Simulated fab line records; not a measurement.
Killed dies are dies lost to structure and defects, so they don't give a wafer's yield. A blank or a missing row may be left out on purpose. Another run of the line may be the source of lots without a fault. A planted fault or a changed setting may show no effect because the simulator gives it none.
Which tool did it? :: flow sky130 :: 39 wafers from 13 lots sampled at 5 of the route's 708 steps

## WHAT THE GAUGES SHOWED, per wafer
SKY_FIELD_ISO_THK_MEAS_04.
lot: L531
measured: day 1 21:39
on: filmMetro-01
FIELD_ISO_CVD_03_THK (nm): 166.2 167.5 164.7

lot: L534
measured: day 2 10:10
on: filmMetro-02
FIELD_ISO_CVD_03_THK (nm): 164.0 164.4 164.4

lot: L535
measured: day 2 14:40
on: filmMetro-04
FIELD_ISO_CVD_03_THK (nm): 162.2 161.8 163.0

lot: L538
measured: day 3 07:13
on: filmMetro-02
FIELD_ISO_CVD_03_THK (nm): 166.4 166.1 166.5

lot: L540
measured: day 3 15:50
on: filmMetro-01
FIELD_ISO_CVD_03_THK (nm): 164.6 164.6 165.1

lot: L543
measured: day 4 07:44
on: filmMetro-04
FIELD_ISO_CVD_03_THK (nm): 165.2 165.5 164.4

lot: L544
measured: day 4 12:09
on: filmMetro-02
FIELD_ISO_CVD_03_THK (nm): 161.9 164.9 164.3

lot: L546
measured: day 4 22:35
on: filmMetro-02
FIELD_ISO_CVD_03_THK (nm): 166.5 164.0 166.2

lot: L548
measured: day 5 09:27
on: filmMetro-04
FIELD_ISO_CVD_03_THK (nm): 163.4 164.2 162.6

lot: L550
measured: day 5 17:29
on: filmMetro-04
FIELD_ISO_CVD_03_THK (nm): 164.9 166.1 164.6

lot: L551
measured: day 5 23:11
on: filmMetro-02
FIELD_ISO_CVD_03_THK (nm): 164.0 164.0 164.0

lot: L552
measured: day 6 04:25
on: filmMetro-01
FIELD_ISO_CVD_03_THK (nm): 165.8 166.2 166.9

lot: L553
measured: day 6 09:34
on: filmMetro-01
FIELD_ISO_CVD_03_THK (nm): 165.2 165.4 164.8

SKY_NWELL_THK_MEAS_02.
lot: L531
measured: day 2 19:47
on: filmMetro-01
NWELL_OXIDATION_THK (nm): 10.18 10.40 10.14

lot: L534
measured: day 3 11:06
on: filmMetro-02
NWELL_OXIDATION_THK (nm): 10.11 10.25 10.22

lot: L535
measured: day 3 14:28
on: filmMetro-03
NWELL_OXIDATION_THK (nm): 10.02 10.24 10.16

lot: L538
measured: day 4 07:18
on: filmMetro-01
NWELL_OXIDATION_THK (nm): 10.09 10.09 10.02

lot: L540
measured: day 4 14:44
on: filmMetro-03
NWELL_OXIDATION_THK (nm): 10.07 10.25 10.05

lot: L543
measured: day 5 07:22
on: filmMetro-01
NWELL_OXIDATION_THK (nm): 9.68 9.87 9.84

lot: L544
measured: day 5 12:03
on: filmMetro-03
NWELL_OXIDATION_THK (nm): 10.06 10.11 10.04

lot: L546
measured: day 5 23:58
on: filmMetro-03
NWELL_OXIDATION_THK (nm): 9.95 10.04 10.05

lot: L548
measured: day 6 11:46
on: filmMetro-02
NWELL_OXIDATION_THK (nm): 9.86 9.74 9.72

lot: L550
measured: day 6 20:39
on: filmMetro-03
NWELL_OXIDATION_THK (nm): 10.07 9.89 10.04

lot: L551
measured: day 7 00:30
on: filmMetro-03
NWELL_OXIDATION_THK (nm): 10.08 10.13 9.99

lot: L552
measured: day 7 06:10
on: filmMetro-03
NWELL_OXIDATION_THK (nm): 10.03 9.70 9.91

lot: L553
measured: day 7 10:19
on: filmMetro-02
NWELL_OXIDATION_THK (nm): 9.88 9.69 9.81

SKY_NWELL_RS_MEAS_29: the measuring method here is four-point-probe.
lot: L531
measured: day 5 16:31
on: filmMetro-03
NWELL_RS (ohm/sq): 624.8 625.3 624.2

lot: L534
measured: day 6 10:20
on: filmMetro-03
NWELL_RS (ohm/sq): 625.3 625.3 624.0

lot: L535
measured: day 6 13:17
on: filmMetro-01
NWELL_RS (ohm/sq): 624.7 623.7 626.1

lot: L538
measured: day 7 09:22
on: filmMetro-01
NWELL_RS (ohm/sq): 623.6 626.3 624.3

lot: L540
measured: day 7 20:49
on: filmMetro-02
NWELL_RS (ohm/sq): 623.3 624.3 625.7

lot: L543
measured: day 8 13:06
on: filmMetro-02
NWELL_RS (ohm/sq): 600.0 600.4 599.3

lot: L544
measured: day 8 19:05
on: filmMetro-03
NWELL_RS (ohm/sq): 600.4 600.2 600.5

lot: L546
measured: day 9 08:33
on: filmMetro-03
NWELL_RS (ohm/sq): 603.0 601.9 602.1

lot: L548
measured: day 9 23:56
on: filmMetro-01
NWELL_RS (ohm/sq): 625.5 625.9 626.3

lot: L550
measured: day 10 09:49
on: filmMetro-02
NWELL_RS (ohm/sq): 626.4 625.0 625.4

lot: L551
measured: day 10 15:14
on: filmMetro-01
NWELL_RS (ohm/sq): 625.4 624.8 622.5

lot: L552
measured: day 10 20:31
on: filmMetro-01
NWELL_RS (ohm/sq): 626.5 625.2 628.3

lot: L553
measured: day 11 02:09
on: filmMetro-02
NWELL_RS (ohm/sq): 627.4 627.6 624.7

SKY_VT_ADJUST_LVTN_OVL_MEAS_18.
lot: L531
measured: day 8 03:11
on: overlay-01
VT_ADJUST_LVTN_01_OVL (nm): -0.8 -0.2 1.4

lot: L534
measured: day 8 21:50
on: overlay-02
VT_ADJUST_LVTN_01_OVL (nm): -1.0 -2.0 -0.8

lot: L535
measured: day 9 01:25
on: overlay-02
VT_ADJUST_LVTN_01_OVL (nm): 1.4 -0.4 0.7

lot: L538
measured: day 10 01:53
on: overlay-02
VT_ADJUST_LVTN_01_OVL (nm): 2.1 -1.8 -0.7

lot: L540
measured: day 10 15:38
on: overlay-01
VT_ADJUST_LVTN_01_OVL (nm): -0.1 0.9 -1.4

lot: L543
measured: day 11 09:01
on: overlay-02
VT_ADJUST_LVTN_01_OVL (nm): -0.5 0.1 0.1

lot: L544
measured: day 11 16:30
on: overlay-02
VT_ADJUST_LVTN_01_OVL (nm): -1.3 -1.8 0.0

lot: L546
measured: day 12 05:53
on: overlay-01
VT_ADJUST_LVTN_01_OVL (nm): 0.0 -1.2 -1.3

lot: L548
measured: day 12 21:56
on: overlay-01
VT_ADJUST_LVTN_01_OVL (nm): 0.2 -0.2 0.4

lot: L550
measured: day 13 09:32
on: overlay-01
VT_ADJUST_LVTN_01_OVL (nm): -0.1 1.4 0.7

lot: L551
measured: day 13 15:55
on: overlay-02
VT_ADJUST_LVTN_01_OVL (nm): 0.4 1.1 0.8

lot: L552
measured: day 13 21:59
on: overlay-01
VT_ADJUST_LVTN_01_OVL (nm): -1.5 -1.8 -1.0

lot: L553
measured: day 14 03:11
on: overlay-02
VT_ADJUST_LVTN_01_OVL (nm): -2.5 -1.0 -2.3

## WHAT TOOL EACH LOT RAN ON (gives the tool, then ch and the chambers of the sampled wafers, and finally the start)
lot: L531
SKY_NWELL_IMPLANT_11: implanter-03 ch 0, day 4 21:43

lot: L534
SKY_NWELL_IMPLANT_11: implanter-03 ch 0, day 5 14:31

lot: L535
SKY_NWELL_IMPLANT_11: implanter-04 ch 0, day 5 17:29

lot: L538
SKY_NWELL_IMPLANT_11: implanter-04 ch 0, day 6 13:07

lot: L540
SKY_NWELL_IMPLANT_11: implanter-04 ch 0, day 6 22:07

lot: L543
SKY_NWELL_IMPLANT_11: implanter-03 ch 0, day 7 16:20

lot: L544
SKY_NWELL_IMPLANT_11: implanter-03 ch 0, day 7 21:46

lot: L546
SKY_NWELL_IMPLANT_11: implanter-03 ch 0, day 8 10:27

lot: L548
SKY_NWELL_IMPLANT_11: implanter-02 ch 0, day 9 00:58

lot: L550
SKY_NWELL_IMPLANT_11: implanter-02 ch 0, day 9 10:25

lot: L551
SKY_NWELL_IMPLANT_11: implanter-02 ch 0, day 9 15:16

lot: L552
SKY_NWELL_IMPLANT_11: implanter-02 ch 0, day 9 21:13

lot: L553
SKY_NWELL_IMPLANT_11: implanter-04 ch 0, day 10 02:11
- SKY_NWELL_IMPLANT_11

## AS READ BY THE TOOLS THEMSELVES (means over the sampled wafers that have a number; for cases with no such wafer, the mark the record gives instead)
SKY_NWELL_IMPLANT_11.
lot: L531
tool: implanter-03
beamEnergyKeV: 400.05
beamOnS (s): 10.09

lot: L534
tool: implanter-03
beamEnergyKeV: 400.07
beamOnS (s): 10.09

lot: L535
tool: implanter-04
beamEnergyKeV: 400.04
beamOnS (s): 9.85

lot: L538
tool: implanter-04
beamEnergyKeV: 399.95
beamOnS (s): 10.07

lot: L540
tool: implanter-04
beamEnergyKeV: 399.90
beamOnS (s): 9.93

lot: L543
tool: implanter-03
beamEnergyKeV: 478.03
beamOnS (s): 9.89

lot: L544
tool: implanter-03
beamEnergyKeV: 477.91
beamOnS (s): 10.02

lot: L546
tool: implanter-03
beamEnergyKeV: 478.01
beamOnS (s): 9.97

lot: L548
tool: implanter-02
beamEnergyKeV: 400.05
beamOnS (s): 10.02

lot: L550
tool: implanter-02
beamEnergyKeV: 400.15
beamOnS (s): 10.26

lot: L551
tool: implanter-02
beamEnergyKeV: 400.01
beamOnS (s): 10.04

lot: L552
tool: implanter-02
beamEnergyKeV: 399.95
beamOnS (s): 9.83

lot: L553
tool: implanter-04
beamEnergyKeV: 399.97
beamOnS (s): 9.91

## THE ANSWER, worked out from the rows above alone
Rule: what is usual is taken from the lots themselves. Put in order of their means at a reading, lots are off if they are a third of the lots or fewer, leave a main group of 4 or more, and stand apart from it by a gap of 3 or more times the standard deviation of the main group's means; of several such gaps the widest counts. The tables above print the reading to a certain number of digits; a main group whose means all agree to those digits is not used. A lot without any number at a reading at which 4 lots or more have one is off too. All remaining lots with rows at the step are treated as sound. First the gauges in route order, then the tools' own readings, where a lot's mean is used as printed above. The first step at which some lot is off is used, and at that step the reading that is off furthest; a lot without a number counts as furthest.
Off: L543, L544, L546, seen at SKY_NWELL_RS_MEAS_29 (NWELL_RS). For the main group the mean is 625.3 ohm/sq and the standard deviation 0.82.
A tool fits if, at a process step before that reading, it ran every lot that is off, and no sound lot after the first of them. Not tried: the gauges at SKY_NWELL_RS_MEAS_29; whatever is off there is also off at SKY_NWELL_IMPLANT_11, on other tools, and gauge error can't account for it. One fits: SKY_NWELL_IMPLANT_11 on implanter-03. A fault onset in the window from L534 (day 5 14:31, its last sound lot) to L543 (day 7 16:20, its first lot off) fits.
On the lots that are off, the tool's own readings at SKY_NWELL_IMPLANT_11 differ by more than 5 times the standard deviation of the sound lots' means, which bears it out; beamEnergyKeV reads 477.98 there versus 400.01 on the sound lots.

## WHAT WAS PUT IN BY THE SIMULATOR
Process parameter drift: implanter-03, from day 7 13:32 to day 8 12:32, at SKY_NWELL_IMPLANT_11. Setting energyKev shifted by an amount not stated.
Struck lots among those shown: L543, L544, L546. Same finding as the rule above.
